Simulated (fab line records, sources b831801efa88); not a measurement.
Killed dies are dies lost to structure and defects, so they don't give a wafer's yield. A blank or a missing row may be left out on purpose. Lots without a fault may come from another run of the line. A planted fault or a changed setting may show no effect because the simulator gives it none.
Which tool did it? | flow gf180mcu | 7 lots, 21 wafers sampled, at 1 step of a route of 602

WHAT THE GAUGES READ, wafer by wafer
GF_V4_THK_MEAS_03.
lot  | measured     | on            | V4_CVD_02_THK (nm)
L494 | day 24 00:59 | film_metro-03 | 836 836 854
L497 | day 25 01:05 | film_metro-03 | 853 827 844
L500 | day 26 04:35 | film_metro-02 | 832 844 846
L502 | day 27 05:40 | film_metro-02 | 829 849 855
L509 | day 29 01:21 | film_metro-01 | 861 873 859
L512 | day 29 17:16 | film_metro-02 | 857 847 854
L514 | day 30 05:15 | film_metro-03 | 837 864 846

WHICH TOOL RAN EACH LOT (tool, then ch and the chambers of the sampled wafers, then the start)
The record holds no process step before these readings.

THE ANSWER, worked out from the rows above alone
Rule: what is usual is taken from the lots themselves. Put in order of their means at a reading, lots are off if they are a third of the lots or fewer, leave a main group of 4 or more, and stand apart from it by a gap of 3 or more times the standard deviation of the main group's means; of several such gaps the widest counts. A main group whose means are all the same, to the digits that the tables above print for the reading, isn't used. A lot without any number at a reading at which 4 lots or more have one is off too. The other lots that the step has rows for count as sound.
No lot is off at any reading shown: from this, nothing can be told.

WHAT THE SIMULATOR HAD PUT IN
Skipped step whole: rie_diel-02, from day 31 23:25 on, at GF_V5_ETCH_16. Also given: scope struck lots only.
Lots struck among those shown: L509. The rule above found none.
